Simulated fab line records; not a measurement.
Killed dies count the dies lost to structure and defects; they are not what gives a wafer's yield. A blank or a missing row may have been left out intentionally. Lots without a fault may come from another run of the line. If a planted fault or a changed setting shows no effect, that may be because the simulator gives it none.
A single fault, viewed from 2 desks ; flow sky130 ; what lay behind the numbers comes last; until then each desk has only its own

## AT THE METROLOGY DESK
What the gauges read for every lot (on any tool): the sampled wafers with a number, averaged. Any lot whose mean is over 4 standard deviations away from the usual mean is out of limits and marked OUT; that distance is given in the brackets.
Columns: A = PAD_OPEN_BOW at SKY_PAD_OPEN_BOW_MEAS_13, usual 45 um
lot;first seen here;A
L323;day 45 09:33;45
L325;day 46 04:32;46
L326;day 46 06:38;51
L330;day 47 15:15;48
L334;day 48 10:28;49
L335;day 48 12:43;50
L337;day 49 01:53;55
L341;day 49 23:52;33
L342;day 50 09:01;54
L344;day 50 11:02;42
L346;day 50 17:55;44
L345;day 50 18:24;42
Result from this desk: across the 12 lots, nothing is out of limits.

## FOR THE TOOL OWNER'S DESK: plasma asher-02
The tool's own readings at SKY_VT_ADJUST_PCH_STRIP_09 (strips in O2/N2): means of the sampled wafers that have a number, for each lot that ran on this tool. Any lot whose mean is over 4 standard deviations away from the usual mean is out of limits and marked OUT; that distance is given in the brackets.
Columns: A = drypump motor current A at SKY_VT_ADJUST_PCH_STRIP_09, usual 5.5 A; B = n2 flow sccm at SKY_VT_ADJUST_PCH_STRIP_09, usual 300.0 sccm; C = oes product au at SKY_VT_ADJUST_PCH_STRIP_09, usual 0.723 a.u.; D = strip time to endpoint s at SKY_VT_ADJUST_PCH_STRIP_09, usual 36.90 s
lot;first seen here;A;B;C;D
L323;day 10 05:46;5.6;300.2;0.726;36.87
L326;day 11 08:05;5.5;299.0;0.723;36.90
L330;day 13 01:19;5.6;299.7;0.720;36.89
L334;day 14 09:27;5.6;301.4;0.720;36.97
L335;day 14 10:43;5.5;299.7;0.721;36.85
L346;day 17 14:13;5.6;299.7;0.722;36.84
Result from this desk: across the 6 lots, nothing is out of limits.

## PUT TOGETHER
The metrology desk saw nothing out of limits.
The desk of the tool owner found nothing out of limits.

## WHAT HAD BEEN PUT IN BY THE SIMULATOR
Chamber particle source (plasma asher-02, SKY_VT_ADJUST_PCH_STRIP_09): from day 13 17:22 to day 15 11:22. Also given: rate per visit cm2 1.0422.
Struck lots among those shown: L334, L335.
